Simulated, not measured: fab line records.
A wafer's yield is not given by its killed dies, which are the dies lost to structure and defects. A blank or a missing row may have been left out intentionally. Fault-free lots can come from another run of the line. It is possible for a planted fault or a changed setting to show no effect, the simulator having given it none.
Shared-tool check || flow gf180mcu || Sample size 13 lots and 39 wafers

## THE REASON FOR OPENING IT
Of 13 lots, 3 have the reading STI_CVD_03_THK flagged at GF_STI_THK_MEAS_04. Fault-free wafers read 207.9 nm, with a standard deviation of 2.2.
Rule: a lot gets a flag if all its wafers with a number sit over 4 standard deviations from that mean, or if no wafer of it has a number. As for the other lots, they are considered sound.

{"lot": "L737", "measured": "day 1 15:56", "on": "film_metro-03", "STI_CVD_03_THK (nm), wafer by wafer": "417.4 415.2 416.8", "flag": "FLAGGED"}
{"lot": "L742", "measured": "day 2 15:03", "on": "film_metro-04", "STI_CVD_03_THK (nm), wafer by wafer": "205.5 206.9 206.6", "flag": ""}
{"lot": "L743", "measured": "day 2 19:46", "on": "film_metro-02", "STI_CVD_03_THK (nm), wafer by wafer": "206.0 208.8 206.8", "flag": ""}
{"lot": "L744", "measured": "day 3 02:43", "on": "film_metro-04", "STI_CVD_03_THK (nm), wafer by wafer": "413.7 414.6 415.7", "flag": "FLAGGED"}
{"lot": "L746", "measured": "day 3 13:14", "on": "film_metro-02", "STI_CVD_03_THK (nm), wafer by wafer": "420.8 420.7 420.9", "flag": "FLAGGED"}
{"lot": "L747", "measured": "day 3 17:14", "on": "film_metro-02", "STI_CVD_03_THK (nm), wafer by wafer": "209.3 208.5 208.4", "flag": ""}
{"lot": "L752", "measured": "day 4 19:26", "on": "film_metro-04", "STI_CVD_03_THK (nm), wafer by wafer": "211.9 214.0 211.5", "flag": ""}
{"lot": "L754", "measured": "day 5 02:35", "on": "film_metro-03", "STI_CVD_03_THK (nm), wafer by wafer": "207.3 207.0 207.6", "flag": ""}
{"lot": "L755", "measured": "day 5 09:49", "on": "film_metro-02", "STI_CVD_03_THK (nm), wafer by wafer": "208.8 208.9 207.5", "flag": ""}
{"lot": "L756", "measured": "day 5 12:34", "on": "film_metro-04", "STI_CVD_03_THK (nm), wafer by wafer": "206.2 206.8 208.2", "flag": ""}
{"lot": "L757", "measured": "day 5 17:56", "on": "film_metro-03", "STI_CVD_03_THK (nm), wafer by wafer": "208.3 207.0 207.5", "flag": ""}
{"lot": "L759", "measured": "day 6 03:34", "on": "film_metro-03", "STI_CVD_03_THK (nm), wafer by wafer": "203.9 208.4 207.4", "flag": ""}
{"lot": "L760", "measured": "day 6 09:13", "on": "film_metro-02", "STI_CVD_03_THK (nm), wafer by wafer": "208.3 207.4 205.2", "flag": ""}
Average over the flagged lots: 417.3 nm; offset from the usual +209.4 nm, equal to +95 standard deviations.

## WHICH TOOL EACH LOT WENT THROUGH
The record keeps 1 process step preceding the reading, out of 602 steps on the route. Cell contents, in order: the tool; ch with the chambers the sampled wafers went through; the start.
{"lot": "L737", "flag": "FLAGGED", "GF_STI_CVD_03": "lpcvd-02 ch 0, day 1 11:46 and lpcvd-01 ch 0, day 1 13:55"}
{"lot": "L742", "flag": "", "GF_STI_CVD_03": "lpcvd-02 ch 0, day 2 13:02"}
{"lot": "L743", "flag": "", "GF_STI_CVD_03": "lpcvd-02 ch 1, day 2 17:46"}
{"lot": "L744", "flag": "FLAGGED", "GF_STI_CVD_03": "lpcvd-02 ch 0, day 2 22:34"}
{"lot": "L746", "flag": "FLAGGED", "GF_STI_CVD_03": "lpcvd-01 ch 0, day 3 09:07"}
{"lot": "L747", "flag": "", "GF_STI_CVD_03": "lpcvd-02 ch 0, day 3 15:15"}
{"lot": "L752", "flag": "", "GF_STI_CVD_03": "lpcvd-01 ch 1, day 4 17:26"}
{"lot": "L754", "flag": "", "GF_STI_CVD_03": "lpcvd-02 ch 1, day 5 00:34"}
{"lot": "L755", "flag": "", "GF_STI_CVD_03": "lpcvd-02 ch 0, day 5 06:49"}
{"lot": "L756", "flag": "", "GF_STI_CVD_03": "lpcvd-01 ch 0, day 5 10:34"}
{"lot": "L757", "flag": "", "GF_STI_CVD_03": "lpcvd-01 ch 0, day 5 15:57"}
{"lot": "L759", "flag": "", "GF_STI_CVD_03": "lpcvd-02 ch 0, day 6 01:34"}
{"lot": "L760", "flag": "", "GF_STI_CVD_03": "lpcvd-02 ch 1, day 6 07:14"}
What these steps do:
- GF_STI_CVD_03: deposits Si3N4 from DCS/NH3, target thk 207.16 nm, time 3551 s.
- GF_STI_THK_MEAS_04

## FLAGGED AGAINST TOTAL, ONE TOOL AT A TIME (gauges that did the reading follow at the end)
{"step": "GF_STI_CVD_03", "tool": "lpcvd-01", "lots run": 5, "flagged": 2, "share of the flagged lots": "some", "sound lots run after its first flagged lot": "3 (L752,L756,L757)"}
{"step": "GF_STI_CVD_03", "tool": "lpcvd-02", "lots run": 9, "flagged": 2, "share of the flagged lots": "some", "sound lots run after its first flagged lot": "7 (L742,L743,L747,L754,L755,L759,L760)"}
{"step": "GF_STI_THK_MEAS_04", "tool": "film_metro-02", "lots run": 5, "flagged": 1, "share of the flagged lots": "some", "sound lots run after its first flagged lot": "3 (L747,L755,L760)"}
{"step": "GF_STI_THK_MEAS_04", "tool": "film_metro-03", "lots run": 4, "flagged": 1, "share of the flagged lots": "some", "sound lots run after its first flagged lot": "3 (L754,L757,L759)"}
{"step": "GF_STI_THK_MEAS_04", "tool": "film_metro-04", "lots run": 4, "flagged": 1, "share of the flagged lots": "some", "sound lots run after its first flagged lot": "2 (L752,L756)"}

## WHAT IS ALLOWED BY THE TABLE
No row of the table ran every flagged lot.

## WHAT WAS PUT IN BY THE SIMULATOR
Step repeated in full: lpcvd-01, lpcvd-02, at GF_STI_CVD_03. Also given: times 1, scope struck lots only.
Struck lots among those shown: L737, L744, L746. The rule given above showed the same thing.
